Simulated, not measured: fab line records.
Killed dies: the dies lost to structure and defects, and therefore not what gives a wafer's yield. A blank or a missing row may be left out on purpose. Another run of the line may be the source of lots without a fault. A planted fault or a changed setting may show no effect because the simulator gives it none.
Struck lot and sound lot, side by side -- flow gf180mcu -- 15 steps out of a route of 602
Sound: these wafers, L318.3, L318.5, L318.6. Struck: wafer L327.5; the same lot's L327.6 was not struck, so it is left out; see the end for the cause.
Each step with rows lists, per side, the tool, then ch with its chambers, then its first start. Under that, the readings that differ: sound wafers -- struck wafers -- difference of the means -- sigmas: that difference in standard deviations of wafers without a fault.
alike: a reading whose means differ by less than 2 such deviations, as well as words and numbers matching on both sides. not compared: withheld readings; readings where some wafer has no value; bounds like >300 that might hide an equal value; numbers whose values overlap and for which the record gives no deviation.
A row with sigmas, a row that says differs or no value, or rows on one side alone: a step with any of these is where the two part. Numbers that have no deviation but don't overlap get no sigmas and don't part them. Lack of a reading on every wafer of one side parts them only where that side has two or more wafers.

first, 3 steps without rows for these wafers: GF_M5_STRIP_12 (strips in post etch residue remover, time 1200 s); GF_M5_CLEAN_13 (cleans in DIW); GF_V5_CVD_00 (deposits SiO2, target thk 300 nm, time 50 s).
GF_V5_THK_MEAS_01:
  sound on film_metro-04, day 26 07:30; struck on film_metro-02, day 29 15:50
  alike: V5_CVD_00_THK
GF_V5_CVD_02: deposits SiO2 from TEOS, target thk 1450 nm, time 163.28 s.
  sound on pecvd-02 ch 0,1, day 26 07:32; struck on pecvd-02 ch 2, day 29 15:54
  alike: heater_power_w
GF_V5_THK_MEAS_03:
  sound on film_metro-03, day 26 07:40; struck on film_metro-02, day 29 16:00
  alike: V5_CVD_02_THK
GF_V5_CMP_04: polishes SiO2.
  sound on cmp-02 ch 0,1,3, day 26 07:49; struck on cmp-01 ch 3, day 29 16:17
  alike: edge_zone_pressure_frac, motor_current_A, platen_rpm, retaining_ring_pressure_frac
GF_V5_BOW_MEAS_05:
  sound on film_metro-04, day 26 08:03; struck on film_metro-03, day 29 16:28
  alike: V5_BOW
then, 4 steps without rows for these wafers: GF_V5_DEHYDRATE_06 (time 60 s); GF_V5_HMDS_07 (prime time 60 s); GF_V5_COAT_08; GF_V5_COAT_09 (resist thk 1000 nm).
GF_V5_SOFTBAKE_10: time 60 s.
  sound on litho_track-02 ch 0, day 26 18:00; struck on litho_track-01 ch 0, day 30 02:00
reading,sound,struck,difference,sigmas
heater_power_total_W (W),93.07 92.93 93.05,94.51,+1.49,+28
run_length_s (s),89.41 89.30 89.46,86.04,-3.35,-20
then, 1 step without rows for these wafers: GF_V5_EXPOSE_11 (exposes mask Via5, target cd 260 nm).
-- the record jumps here: 2 days lie between the struck wafers' starts before and after (it left off in module V5 and takes up again in module PASSIVATION, whose first step shown is number 602 of the route) --
GF_PASSIVATION_PROBE_99:
  the record has rows for the struck wafers here (prober-01, day 32 03:49) and none for the sound ones

## WHERE THEY PART
At GF_V5_SOFTBAKE_10 first; at GF_PASSIVATION_PROBE_99 last (within this record only).

WHY: the cause the simulator had injected
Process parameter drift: litho_track-01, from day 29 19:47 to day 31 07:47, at GF_V5_SOFTBAKE_10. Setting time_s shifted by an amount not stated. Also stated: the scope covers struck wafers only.
